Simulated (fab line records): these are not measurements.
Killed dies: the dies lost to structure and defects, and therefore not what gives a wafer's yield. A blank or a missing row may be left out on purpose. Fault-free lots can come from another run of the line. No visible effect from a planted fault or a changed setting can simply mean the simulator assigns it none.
Which tool is to blame? | flow sky130 | Sampling: 11 lots, 33 wafers, 6 of 708 route steps

## WHAT THE GAUGES SHOWED, per wafer
SKY_PWDE_OVL_MEAS_07.
lot  | measured    | on         | PWDE_OVL (nm)
L677 | day 4 14:28 | overlay-02 | 1.2 -1.6 2.8
L680 | day 5 03:53 | overlay-01 | -1.1 -0.2 1.2
L681 | day 5 09:10 | overlay-01 | 0.2 0.5 -1.8
L682 | day 5 18:36 | overlay-01 | -0.2 0.2 -0.7
L688 | day 7 11:39 | overlay-02 | 0.6 0.8 1.8
L692 | day 8 15:14 | overlay-02 | 0.0 1.4 0.6
L693 | day 8 15:32 | overlay-01 | -0.2 -3.0 -1.6
L694 | day 9 00:53 | overlay-02 | 0.7 0.1 0.2
L696 | day 9 06:19 | overlay-02 | -0.2 -0.2 -0.3
L697 | day 9 07:15 | overlay-02 | -2.6 -4.1 -1.9
L698 | day 9 11:02 | overlay-02 | -3.0 -1.4 -2.5

SKY_NWELL_OVL_MEAS_10.
lot  | measured     | on         | NWELL_00_OVL (nm)
L677 | day 5 08:49  | overlay-02 | 0.4 -0.7 -0.2
L680 | day 5 21:41  | overlay-02 | -2.2 -0.4 -2.3
L681 | day 6 03:37  | overlay-02 | -0.6 -1.9 0.2
L682 | day 6 12:07  | overlay-01 | -2.8 -1.1 -2.0
L688 | day 8 08:18  | overlay-02 | -1.4 -1.6 -2.5
L692 | day 9 12:02  | overlay-02 | 0.6 0.7 0.7
L693 | day 9 12:58  | overlay-01 | -4.2 -1.7 -0.2
L694 | day 9 23:02  | overlay-01 | 1.0 1.4 -0.2
L696 | day 10 04:01 | overlay-01 | 0.3 -0.9 -1.0
L697 | day 10 05:36 | overlay-02 | -0.5 -2.9 -0.8
L698 | day 10 09:37 | overlay-01 | -0.3 -0.2 -1.3

SKY_VT_ADJUST_HVTR_CD_MEAS_07 targets a cd of 380 nm.
lot  | measured     | on       | cdNm (nm)
L677 | day 10 09:19 | cdSem-01 | 377.7 380.0 376.4
L680 | day 11 00:08 | cdSem-01 | 376.7 378.4 375.9
L681 | day 11 11:32 | cdSem-02 | 381.1 378.7 380.8
L682 | day 11 20:26 | cdSem-02 | 377.2 379.1 379.9
L688 | day 14 04:27 | cdSem-01 | 382.9 383.8 383.4
L692 | day 15 19:17 | cdSem-01 | 400.3 400.5 398.0 399.8 400.0 398.0
L693 | day 15 19:52 | cdSem-02 | 396.9 396.1 396.1 396.6 396.2 395.9
L694 | day 16 08:26 | cdSem-01 | 396.1 397.8 399.8 396.5 397.7 399.5
L696 | day 16 11:22 | cdSem-01 | 382.1 378.2 379.6
L697 | day 16 16:49 | cdSem-01 | 376.1 377.8 377.3
L698 | day 16 22:51 | cdSem-01 | 379.2 379.5 375.0

SKY_SONOS_ONO_THK_MEAS_01.
lot  | measured     | on           | SONOS_ONO_OXIDATION_THK (nm)
L677 | day 12 11:39 | filmMetro-03 | 2.53 2.53 2.60
L680 | day 13 03:23 | filmMetro-02 | 2.52 2.57 2.45
L681 | day 13 17:01 | filmMetro-01 | 2.62 2.66 2.58
L682 | day 14 02:35 | filmMetro-02 | 2.63 2.58 2.59
L688 | day 16 12:34 | filmMetro-03 | 2.58 2.63 2.55
L692 | day 18 08:34 | filmMetro-01 | 2.66 2.65 2.65
L693 | day 18 11:25 | filmMetro-03 | 2.69 2.59 2.62
L694 | day 18 23:34 | filmMetro-03 | 2.64 2.65 2.70
L696 | day 19 03:13 | filmMetro-03 | 2.67 2.73 2.60
L697 | day 19 07:38 | filmMetro-01 | 2.75 2.73 2.73
L698 | day 19 18:51 | filmMetro-02 | 2.76 2.69 2.70

## EACH LOT AND THE TOOL THAT RAN IT (in order: tool; ch and the chambers of the sampled wafers; start)
lot  | SKY_VT_ADJUST_HVTR_COAT_02       | SKY_VT_ADJUST_HVTR_STRIP_10
L677 | lithoTrack-01 ch 0, day 9 21:35  | plasmaAsher-03 ch 0,1, day 10 09:38
L680 | lithoTrack-02 ch 0, day 10 12:25 | plasmaAsher-01 ch 0,1, day 11 00:26
L681 | lithoTrack-03 ch 0, day 10 23:11 | plasmaAsher-01 ch 0,1, day 11 11:50
L682 | lithoTrack-01 ch 0, day 11 08:26 | plasmaAsher-04 ch 0,1, day 11 20:44
L688 | lithoTrack-02 ch 0, day 13 15:52 | plasmaAsher-03 ch 0,1, day 14 04:46
L692 | lithoTrack-01 ch 0, day 15 05:17 | plasmaAsher-04 ch 1, day 15 22:26
L693 | lithoTrack-01 ch 0, day 15 05:53 | plasmaAsher-01 ch 0,1, day 16 00:56
L694 | lithoTrack-01 ch 0, day 15 18:41 | plasmaAsher-03 ch 0,1, day 16 11:46
L696 | lithoTrack-02 ch 0, day 15 21:39 | plasmaAsher-03 ch 0,1, day 16 11:38
L697 | lithoTrack-03 ch 0, day 16 02:27 | plasmaAsher-03 ch 0,1, day 16 17:08
L698 | lithoTrack-03 ch 0, day 16 08:11 | plasmaAsher-04 ch 0, day 16 23:08
- SKY_VT_ADJUST_HVTR_COAT_02: resist thk 1140 nm.
- SKY_VT_ADJUST_HVTR_STRIP_10: strips in O2/N2.

## WHAT THE TOOLS THEMSELVES READ (means of the sampled wafers that have a number; where no wafer has one, the mark that the record gives instead)
SKY_VT_ADJUST_HVTR_COAT_02.
lot  | tool          | dispensePressureKPa (kPa) | spinSpeedRpm (rpm)
L677 | lithoTrack-01 | 56                        | 2998.9
L680 | lithoTrack-02 | 52                        | 3000.7
L681 | lithoTrack-03 | 48                        | 2998.8
L682 | lithoTrack-01 | 56                        | 2999.0
L688 | lithoTrack-02 | 52                        | 2997.7
L692 | lithoTrack-01 | 56                        | 4106.5
L693 | lithoTrack-01 | 56                        | 4104.1
L694 | lithoTrack-01 | 56                        | 4105.8
L696 | lithoTrack-02 | 52                        | 2999.2
L697 | lithoTrack-03 | 49                        | 3000.7
L698 | lithoTrack-03 | 49                        | 2999.0

SKY_VT_ADJUST_HVTR_STRIP_10.
lot  | tool           | drypumpMotorCurrentA (A) | o2FlowSccm (sccm) | oesProductAu (a.u.) | stripTimeToEndpointS (s)
L677 | plasmaAsher-03 | 6.2                      | 3003              | 0.714               | 14.17
L680 | plasmaAsher-01 | 5.4                      | 3000              | 0.714               | 14.18
L681 | plasmaAsher-01 | 5.4                      | 2996              | 0.712               | 14.13
L682 | plasmaAsher-04 | 4.9                      | 3002              | 0.713               | 14.20
L688 | plasmaAsher-03 | 6.1                      | 3000              | 0.718               | 14.16
L692 | plasmaAsher-04 | 4.9                      | 3010              | 0.719               | 12.39
L693 | plasmaAsher-01 | 5.1                      | 2998              | 0.712               | 12.40
L694 | plasmaAsher-03 | 6.2                      | 3006              | 0.714               | 12.35
L696 | plasmaAsher-03 | 6.0                      | 2999              | 0.714               | 14.18
L697 | plasmaAsher-03 | 6.0                      | 3003              | 0.717               | 14.22
L698 | plasmaAsher-04 | 5.2                      | 2983              | 0.713               | 14.18

## THE ANSWER, worked out from the rows above alone
Rule: the lots themselves supply what counts as usual. The widest of any qualifying gaps counts: lots, ordered by their means at a reading, are off when they make up no more than a third of the lots, leave a main group of 4 or more, and stand apart from it by 3 or more times the standard deviation of that group's means. The tables above print the reading to a certain number of digits; a main group whose means all agree to those digits is not used. A lot without any number at a reading at which 4 lots or more have one is off too. All remaining lots with rows at the step are treated as sound. First the gauges in route order, then the tools' own readings, where a lot's mean is used as printed above. At the first step where some lot is off, the reading lying furthest off is the one used; lots without a number count as furthest.
Off: L692, L693, L694, at SKY_VT_ADJUST_HVTR_CD_MEAS_07 (cdNm). The main group has a mean of 379.0 nm with a standard deviation of 2.
If a tool, at a process step before that reading, ran all the lots that are off and no sound lot after the first of them, it fits. The gauges at SKY_VT_ADJUST_HVTR_CD_MEAS_07 aren't tried: what is off there is off at SKY_VT_ADJUST_HVTR_COAT_02 too, on other tools, and a gauge's error can't cause that. One candidate fits, namely lithoTrack-01 at SKY_VT_ADJUST_HVTR_COAT_02. Its last sound lot is L682 (day 11 08:26), its first lot that is off L692 (day 15 05:17): a fault that began between those two fits.
On the lots that are off, the tool's own readings at SKY_VT_ADJUST_HVTR_COAT_02 differ by more than 5 times the standard deviation of the sound lots' means, which bears it out; spinSpeedRpm reads 4105.5 rpm there versus 2999.2 rpm on the sound lots.

## WHAT THE SIMULATOR HAD INSERTED
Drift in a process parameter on lithoTrack-01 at SKY_VT_ADJUST_HVTR_COAT_02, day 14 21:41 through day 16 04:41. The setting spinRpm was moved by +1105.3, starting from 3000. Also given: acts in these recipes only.
Struck lots among those shown: L692, L693, L694. The same result came from the rule above.
